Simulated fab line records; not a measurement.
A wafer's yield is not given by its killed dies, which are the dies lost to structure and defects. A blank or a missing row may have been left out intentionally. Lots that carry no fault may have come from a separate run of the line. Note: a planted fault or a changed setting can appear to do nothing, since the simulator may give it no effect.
Which tool did it? || flow gf180mcu || 13 lots with 39 wafers sampled at 5 steps, on a route of 602 steps

== WHAT THE GAUGES READ, wafer by wafer ==
GF_VT_IMPLANT_OVL_MEAS_18.
{"lot": "L660", "measured": "day 6 06:31", "on": "overlay-01", "VT_IMPLANT_01_OVL (nm)": "0.2 2.1 1.0"}
{"lot": "L661", "measured": "day 6 11:22", "on": "overlay-01", "VT_IMPLANT_01_OVL (nm)": "-2.7 2.0 -1.3"}
{"lot": "L662", "measured": "day 6 16:31", "on": "overlay-02", "VT_IMPLANT_01_OVL (nm)": "0.8 2.4 0.6"}
{"lot": "L663", "measured": "day 7 02:14", "on": "overlay-01", "VT_IMPLANT_01_OVL (nm)": "1.3 1.2 3.4"}
{"lot": "L664", "measured": "day 7 07:10", "on": "overlay-02", "VT_IMPLANT_01_OVL (nm)": "-2.9 0.4 -1.3"}
{"lot": "L665", "measured": "day 7 12:17", "on": "overlay-02", "VT_IMPLANT_01_OVL (nm)": "1.6 0.7 1.4"}
{"lot": "L667", "measured": "day 8 01:04", "on": "overlay-02", "VT_IMPLANT_01_OVL (nm)": "1.2 1.9 0.1"}
{"lot": "L674", "measured": "day 10 03:16", "on": "overlay-02", "VT_IMPLANT_01_OVL (nm)": "-0.7 -1.0 -0.7"}
{"lot": "L675", "measured": "day 10 04:44", "on": "overlay-02", "VT_IMPLANT_01_OVL (nm)": "1.1 1.1 -0.6"}
{"lot": "L677", "measured": "day 10 23:04", "on": "overlay-02", "VT_IMPLANT_01_OVL (nm)": "-0.2 -0.1 1.9"}
{"lot": "L680", "measured": "day 11 20:34", "on": "overlay-01", "VT_IMPLANT_01_OVL (nm)": "-0.8 0.3 2.6"}
{"lot": "L681", "measured": "day 11 20:49", "on": "overlay-02", "VT_IMPLANT_01_OVL (nm)": "1.2 0.0 2.6"}
{"lot": "L683", "measured": "day 12 14:38", "on": "overlay-01", "VT_IMPLANT_01_OVL (nm)": "1.4 1.5 -0.3"}

GF_DUAL_GATE_OVL_MEAS_11.
{"lot": "L660", "measured": "day 8 08:01", "on": "overlay-02", "DUAL_GATE_OVL (nm)": "3.6 2.6 4.3"}
{"lot": "L661", "measured": "day 8 13:34", "on": "overlay-02", "DUAL_GATE_OVL (nm)": "0.6 -0.7 0.2"}
{"lot": "L662", "measured": "day 8 19:55", "on": "overlay-01", "DUAL_GATE_OVL (nm)": "2.5 0.0 2.2"}
{"lot": "L663", "measured": "day 9 05:31", "on": "overlay-02", "DUAL_GATE_OVL (nm)": "2.8 1.6 2.6"}
{"lot": "L664", "measured": "day 9 11:17", "on": "overlay-02", "DUAL_GATE_OVL (nm)": "0.6 -0.1 1.0"}
{"lot": "L665", "measured": "day 9 18:20", "on": "overlay-01", "DUAL_GATE_OVL (nm)": "0.3 1.3 1.2"}
{"lot": "L667", "measured": "day 10 06:28", "on": "overlay-02", "DUAL_GATE_OVL (nm)": "1.2 -0.5 0.4"}
{"lot": "L674", "measured": "day 12 12:52", "on": "overlay-01", "DUAL_GATE_OVL (nm)": "11.5 10.4 10.3 9.1 8.0 8.1"}
{"lot": "L675", "measured": "day 12 15:34", "on": "overlay-01", "DUAL_GATE_OVL (nm)": "12.2 13.5 13.0 9.5 11.5 11.0"}
{"lot": "L677", "measured": "day 13 12:13", "on": "overlay-01", "DUAL_GATE_OVL (nm)": "2.0 -0.7 -1.6"}
{"lot": "L680", "measured": "day 14 11:04", "on": "overlay-02", "DUAL_GATE_OVL (nm)": "1.3 0.1 0.6"}
{"lot": "L681", "measured": "day 14 15:34", "on": "overlay-01", "DUAL_GATE_OVL (nm)": "2.7 3.9 2.9"}
{"lot": "L683", "measured": "day 15 05:49", "on": "overlay-01", "DUAL_GATE_OVL (nm)": "2.7 3.7 3.1"}

GF_POLY_GATE_OVL_MEAS_11.
{"lot": "L660", "measured": "day 9 04:26", "on": "overlay-02", "POLY_GATE_OVL (nm)": "11 -6 5"}
{"lot": "L661", "measured": "day 9 10:09", "on": "overlay-01", "POLY_GATE_OVL (nm)": "7 18 11"}
{"lot": "L662", "measured": "day 9 16:50", "on": "overlay-01", "POLY_GATE_OVL (nm)": "14 18 4"}
{"lot": "L663", "measured": "day 10 01:26", "on": "overlay-02", "POLY_GATE_OVL (nm)": "3 7 4"}
{"lot": "L664", "measured": "day 10 06:17", "on": "overlay-01", "POLY_GATE_OVL (nm)": "3 4 2"}
{"lot": "L665", "measured": "day 10 13:57", "on": "overlay-02", "POLY_GATE_OVL (nm)": "16 7 8"}
{"lot": "L667", "measured": "day 11 04:29", "on": "overlay-01", "POLY_GATE_OVL (nm)": "5 0 -1"}
{"lot": "L674", "measured": "day 13 12:41", "on": "overlay-01", "POLY_GATE_OVL (nm)": "3 7 2"}
{"lot": "L675", "measured": "day 13 15:39", "on": "overlay-02", "POLY_GATE_OVL (nm)": "2 3 1"}
{"lot": "L677", "measured": "day 14 13:59", "on": "overlay-01", "POLY_GATE_OVL (nm)": "1 5 -8"}
{"lot": "L680", "measured": "day 15 12:08", "on": "overlay-02", "POLY_GATE_OVL (nm)": "9 11 8"}
{"lot": "L681", "measured": "day 15 18:08", "on": "overlay-02", "POLY_GATE_OVL (nm)": "9 -2 8"}
{"lot": "L683", "measured": "day 16 08:00", "on": "overlay-01", "POLY_GATE_OVL (nm)": "8 10 8"}

== WHICH TOOL RAN EACH LOT (tool, then ch and the chambers of the sampled wafers, then the start) ==
{"lot": "L660", "GF_VT_IMPLANT_RTA_45": "rtp_anneal-01 ch 0, day 7 12:58", "GF_DUAL_GATE_EXPOSE_08": "iline_stepper-02 ch 0, day 7 23:40"}
{"lot": "L661", "GF_VT_IMPLANT_RTA_45": "rtp_anneal-02 ch 0, day 7 18:56", "GF_DUAL_GATE_EXPOSE_08": "iline_stepper-01 ch 0, day 8 05:28"}
{"lot": "L662", "GF_VT_IMPLANT_RTA_45": "rtp_anneal-02 ch 0, day 8 00:22", "GF_DUAL_GATE_EXPOSE_08": "iline_stepper-02 ch 0, day 8 11:50"}
{"lot": "L663", "GF_VT_IMPLANT_RTA_45": "rtp_anneal-01 ch 0, day 8 10:26", "GF_DUAL_GATE_EXPOSE_08": "iline_stepper-02 ch 0, day 8 21:05"}
{"lot": "L664", "GF_VT_IMPLANT_RTA_45": "rtp_anneal-01 ch 0, day 8 16:22", "GF_DUAL_GATE_EXPOSE_08": "iline_stepper-01 ch 0, day 9 03:31"}
{"lot": "L665", "GF_VT_IMPLANT_RTA_45": "rtp_anneal-01 ch 0, day 8 21:50", "GF_DUAL_GATE_EXPOSE_08": "iline_stepper-02 ch 0, day 9 09:50"}
{"lot": "L667", "GF_VT_IMPLANT_RTA_45": "rtp_anneal-02 ch 0, day 9 11:07", "GF_DUAL_GATE_EXPOSE_08": "iline_stepper-01 ch 0, day 9 23:04"}
{"lot": "L674", "GF_VT_IMPLANT_RTA_45": "rtp_anneal-02 ch 0, day 11 15:47", "GF_DUAL_GATE_EXPOSE_08": "iline_stepper-02 ch 0, day 12 02:43"}
{"lot": "L675", "GF_VT_IMPLANT_RTA_45": "rtp_anneal-01 ch 0, day 11 17:08", "GF_DUAL_GATE_EXPOSE_08": "iline_stepper-02 ch 0, day 12 05:14"}
{"lot": "L677", "GF_VT_IMPLANT_RTA_45": "rtp_anneal-02 ch 0, day 12 13:31", "GF_DUAL_GATE_EXPOSE_08": "iline_stepper-01 ch 0, day 13 01:43"}
{"lot": "L680", "GF_VT_IMPLANT_RTA_45": "rtp_anneal-01 ch 0, day 13 11:28", "GF_DUAL_GATE_EXPOSE_08": "iline_stepper-01 ch 0, day 14 00:50"}
{"lot": "L681", "GF_VT_IMPLANT_RTA_45": "rtp_anneal-01 ch 0, day 13 13:37", "GF_DUAL_GATE_EXPOSE_08": "iline_stepper-01 ch 0, day 14 05:16"}
{"lot": "L683", "GF_VT_IMPLANT_RTA_45": "rtp_anneal-02 ch 0, day 14 06:38", "GF_DUAL_GATE_EXPOSE_08": "iline_stepper-01 ch 0, day 14 19:19"}
- GF_VT_IMPLANT_RTA_45: time 30 s.
- GF_DUAL_GATE_EXPOSE_08: exposes mask Dualgate, target cd 700 nm.

== AS READ BY THE TOOLS THEMSELVES (means over the sampled wafers that have a number; for cases with no such wafer, the mark the record gives instead) ==
GF_VT_IMPLANT_RTA_45.
{"lot": "L660", "tool": "rtp_anneal-01", "lamp_power_pct (%)": 38.3, "wafer_temp_C_max": 1053.2}
{"lot": "L661", "tool": "rtp_anneal-02", "lamp_power_pct (%)": 39.0, "wafer_temp_C_max": 1054.4}
{"lot": "L662", "tool": "rtp_anneal-02", "lamp_power_pct (%)": 38.9, "wafer_temp_C_max": 1054.0}
{"lot": "L663", "tool": "rtp_anneal-01", "lamp_power_pct (%)": 38.3, "wafer_temp_C_max": 1052.7}
{"lot": "L664", "tool": "rtp_anneal-01", "lamp_power_pct (%)": 38.3, "wafer_temp_C_max": 1053.2}
{"lot": "L665", "tool": "rtp_anneal-01", "lamp_power_pct (%)": 38.3, "wafer_temp_C_max": 1053.5}
{"lot": "L667", "tool": "rtp_anneal-02", "lamp_power_pct (%)": 39.0, "wafer_temp_C_max": 1054.8}
{"lot": "L674", "tool": "rtp_anneal-02", "lamp_power_pct (%)": 39.0, "wafer_temp_C_max": 1054.4}
{"lot": "L675", "tool": "rtp_anneal-01", "lamp_power_pct (%)": 38.3, "wafer_temp_C_max": 1053.9}
{"lot": "L677", "tool": "rtp_anneal-02", "lamp_power_pct (%)": 39.0, "wafer_temp_C_max": 1055.0}
{"lot": "L680", "tool": "rtp_anneal-01", "lamp_power_pct (%)": 38.3, "wafer_temp_C_max": 1053.5}
{"lot": "L681", "tool": "rtp_anneal-01", "lamp_power_pct (%)": 38.3, "wafer_temp_C_max": 1053.9}
{"lot": "L683", "tool": "rtp_anneal-02", "lamp_power_pct (%)": 39.0, "wafer_temp_C_max": 1054.1}

GF_DUAL_GATE_EXPOSE_08.
{"lot": "L660", "tool": "iline_stepper-02", "exposure_dose_mJ_cm2": 139.96}
{"lot": "L661", "tool": "iline_stepper-01", "exposure_dose_mJ_cm2": 139.91}
{"lot": "L662", "tool": "iline_stepper-02", "exposure_dose_mJ_cm2": 140.07}
{"lot": "L663", "tool": "iline_stepper-02", "exposure_dose_mJ_cm2": 140.10}
{"lot": "L664", "tool": "iline_stepper-01", "exposure_dose_mJ_cm2": 139.95}
{"lot": "L665", "tool": "iline_stepper-02", "exposure_dose_mJ_cm2": 140.06}
{"lot": "L667", "tool": "iline_stepper-01", "exposure_dose_mJ_cm2": 139.92}
{"lot": "L674", "tool": "iline_stepper-02", "exposure_dose_mJ_cm2": 139.88}
{"lot": "L675", "tool": "iline_stepper-02", "exposure_dose_mJ_cm2": 140.11}
{"lot": "L677", "tool": "iline_stepper-01", "exposure_dose_mJ_cm2": 139.98}
{"lot": "L680", "tool": "iline_stepper-01", "exposure_dose_mJ_cm2": 139.99}
{"lot": "L681", "tool": "iline_stepper-01", "exposure_dose_mJ_cm2": 140.00}
{"lot": "L683", "tool": "iline_stepper-01", "exposure_dose_mJ_cm2": 140.03}

== THE ANSWER, worked out from the rows above alone ==
Rule: the usual values come from the lots themselves. The widest of any qualifying gaps counts: lots, ordered by their means at a reading, are off when they make up no more than a third of the lots, leave a main group of 4 or more, and stand apart from it by 3 or more times the standard deviation of that group's means. A main group whose means are all the same, to the digits that the tables above print for the reading, isn't used. A lot without any number at a reading at which 4 lots or more have one is off too. The other lots that the step has rows for count as sound. Order of review: gauges by route order, followed by the tools' own readings, for which a lot's mean as printed above is used. At the first step where some lot is off, the reading lying furthest off is the one used; lots without a number count as furthest.
Off: L674, L675, at GF_DUAL_GATE_OVL_MEAS_11 (DUAL_GATE_OVL). For the main group the mean is 1.5 nm and the standard deviation 1.3.
If a tool, at a process step before that reading, ran all the lots that are off and no sound lot after the first of them, it fits. Gauges at GF_DUAL_GATE_OVL_MEAS_11: tried the same way as those tools. One fits: iline_stepper-02 at GF_DUAL_GATE_EXPOSE_08. Its last sound lot is L665 (day 9 09:50), its first lot that is off L674 (day 12 02:43): a fault that began between those two fits.

== WHAT THE SIMULATOR HAD INSERTED ==
Scanner matching overlay: iline_stepper-02, from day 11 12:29 on, at GF_DUAL_GATE_EXPOSE_08. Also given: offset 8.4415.
Lots struck among those shown: L674, L675. The rule given above showed the same thing.
